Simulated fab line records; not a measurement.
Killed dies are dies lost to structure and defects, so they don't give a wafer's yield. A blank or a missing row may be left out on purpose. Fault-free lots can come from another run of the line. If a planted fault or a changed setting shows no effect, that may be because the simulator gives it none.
A struck lot beside a sound one	flow sky130	14 out of 708 route steps
Sound: the wafers L186.2, L186.3, L186.6. Struck: wafers L198.1, L198.3, L198.5. The cause is given at the end.
Order at every step that has rows: each side's tool, ch and its chambers, its first start. Under that, the readings that differ: sound wafers	struck wafers	difference of the means	sigmas: that difference in standard deviations of wafers without a fault.
alike: readings with means less than 2 such deviations apart, plus words and numbers identical on both sides. not compared: withheld readings, readings lacking a value on some wafer, bounds such as >300 that could conceal the same value, and numbers that have no deviation in the record and whose values overlap.
Wherever a step has rows on one side only, a row that says differs or no value, or a row with sigmas, the two part there. Numbers that have no deviation but don't overlap get no sigmas and don't part them. Lack of a reading on every wafer of one side parts them only where that side has two or more wafers.

first, 1 step without rows for these wafers: SKY_SONOS_ONO_OXIDATION_00 (stabilise 600 s, purge 300 s, target thk 2.6 nm).
SKY_SONOS_ONO_THK_MEAS_01:
  sound on film metro-03, day 11 16:31; struck on film metro-04, day 16 00:06
  alike: SONOS_ONO_OXIDATION_THK
then, 1 step without rows for these wafers: SKY_SONOS_ONO_CVD_02 (deposits Si3N4 from DCS/NH3, target thk 10.5 nm, time 180 s).
SKY_SONOS_ONO_THK_MEAS_03:
  sound on film metro-03, day 11 17:38; struck on film metro-01, day 16 01:13
  alike: SONOS_ONO_CVD_02_THK
then, 1 step without rows for these wafers: SKY_SONOS_ONO_CVD_04 (deposits SiO2 from SiH4/N2O, target thk 5.7199 nm).
SKY_SONOS_ONO_THK_MEAS_05:
  sound on film metro-01, day 11 18:56; struck on film metro-01, day 16 02:31
reading	sound	struck	difference	sigmas
SONOS_ONO_CVD_04_THK (nm)	5.67 5.51 5.64	5.85 5.80 5.87	+0.23	+3
then, 6 steps without rows for these wafers: SKY_SONOS_ONO_DEHYDRATE_06 (time 60 s); SKY_SONOS_ONO_HMDS_07 (prime time 60 s); SKY_SONOS_ONO_COAT_08 (resist thk 1140 nm); SKY_SONOS_ONO_SOFTBAKE_09 (time 60 s); SKY_SONOS_ONO_EXPOSE_10 (exposes mask ONOM, target cd 410 nm); SKY_SONOS_ONO_PEB_11.
SKY_SONOS_ONO_DEVELOP_12: develop time 60 s.
  struck on litho track-01, day 17 06:39; sound on litho track-03 ch 0, day 12 19:51
  no value came back on the struck wafers for chill plate temp C (C), develop time s (s), developer temp C (C); on the sound wafers chill plate temp C (C) reads 23.09 23.02 22.93
SKY_SONOS_ONO_CD_MEAS_13 targets a cd of 410 nm.
  sound on cd sem-02, day 12 19:59; struck on cd sem-01, day 17 06:48
reading	sound	struck	difference	sigmas
cd nm (nm)	408.8 410.8 410.9	- - -	no value on the struck wafers	

== WHERE THEY PART ==
Earliest at SKY_SONOS_ONO_THK_MEAS_05; latest, in this record, at SKY_SONOS_ONO_CD_MEAS_13.

WHY: the cause the simulator had injected
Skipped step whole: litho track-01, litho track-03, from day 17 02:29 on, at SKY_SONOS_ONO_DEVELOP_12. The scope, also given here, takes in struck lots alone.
